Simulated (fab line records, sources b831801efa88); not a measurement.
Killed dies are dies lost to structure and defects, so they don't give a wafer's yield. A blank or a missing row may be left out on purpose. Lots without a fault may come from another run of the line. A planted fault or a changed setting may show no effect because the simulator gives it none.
Chamber matching | flow gf180mcu | GF_V3_ETCH_16 on rie_diel-01: 4 sister chambers
The step etches BARC in N2/H2. 14 wafers are shown with their chamber, then 7 later ones without.

WAFERS WITH THEIR CHAMBER
wafer  | chamber | drypump_motor_current_A (A) | oes_product_au (a.u.) | throttle_valve_pct (%)
L810.1 | 0       | 5.7                         | 0.855                 | 13.227
L810.3 | 3       | 6.0                         | 0.861                 | 13.228
L810.5 | 1       | 6.2                         | 0.853                 | 13.228
L811.4 | 3       | 6.0                         | 0.859                 | 13.231
L811.5 | 2       | 6.1                         | 0.858                 | 13.216
L811.6 | 1       | 6.2                         | 0.850                 | 13.228
L813.1 | 2       | 6.1                         | 0.863                 | 13.222
L813.4 | 2       | 6.1                         | 0.845                 | 13.222
L813.6 | 1       | 6.2                         | 0.855                 | 13.224
L816.3 | 2       | 6.1                         | 0.858                 | 13.215
L816.4 | 3       | 6.0                         | 0.861                 | 13.216
L816.6 | 0       | 5.7                         | 0.860                 | 13.228
L817.1 | 2       | 6.1                         | 0.855                 | 13.227
L817.5 | 2       | 6.2                         | 0.859                 | 13.225

SIGNATURES (means of the wafers above)
reading                 | chamber 0 | chamber 1 | chamber 2 | chamber 3 | scatter within a chamber
drypump_motor_current_A | 5.700     | 6.200     | 6.117     | 6.000     | 0.0289
oes_product_au          | 0.85750   | 0.85267   | 0.85633   | 0.86033   | 0.00464
throttle_valve_pct      | 13.22750  | 13.22667  | 13.22117  | 13.22500  | 0.00502
Rule: a wafer's distance from a chamber is the root of the sum, over the readings, of the square of ((its reading less the chamber's mean) divided by the reading's scatter). The wafer belongs to the nearest chamber; if the next one is less than 2 further off, it can't be placed. The scatter: the root of (the sum of the squares of (reading less its chamber's mean) over the shown wafers, divided by (wafers less chambers)).

WAFERS WITHOUT THEIR CHAMBER
wafer  | drypump_motor_current_A (A) | oes_product_au (a.u.) | throttle_valve_pct (%)
L817.6 | 6.0                         | 0.855                 | 13.216
L826.2 | 6.2                         | 0.862                 | 13.220
L826.3 | 5.7                         | 0.854                 | 13.225
L826.4 | 6.0                         | 0.857                 | 13.233
L827.3 | 6.2                         | 0.846                 | 13.233
L827.4 | 6.2                         | 0.850                 | 13.236
L827.5 | 6.0                         | 0.859                 | 13.235

WHICH CHAMBER EACH WENT THROUGH
wafer  | from the rows above     | in truth
L817.6 | 3                       | 3
L826.2 | can't be placed: 1 or 2 | 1
L826.3 | 0                       | 0
L826.4 | 3                       | 3
L827.3 | 1                       | 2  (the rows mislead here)
L827.4 | 1                       | 1
L827.5 | 3                       | 3
Placed correctly: 5 of 7. Can't be placed from these rows: 1 (the true chamber is among the candidates in 1). Placed wrongly: 1.
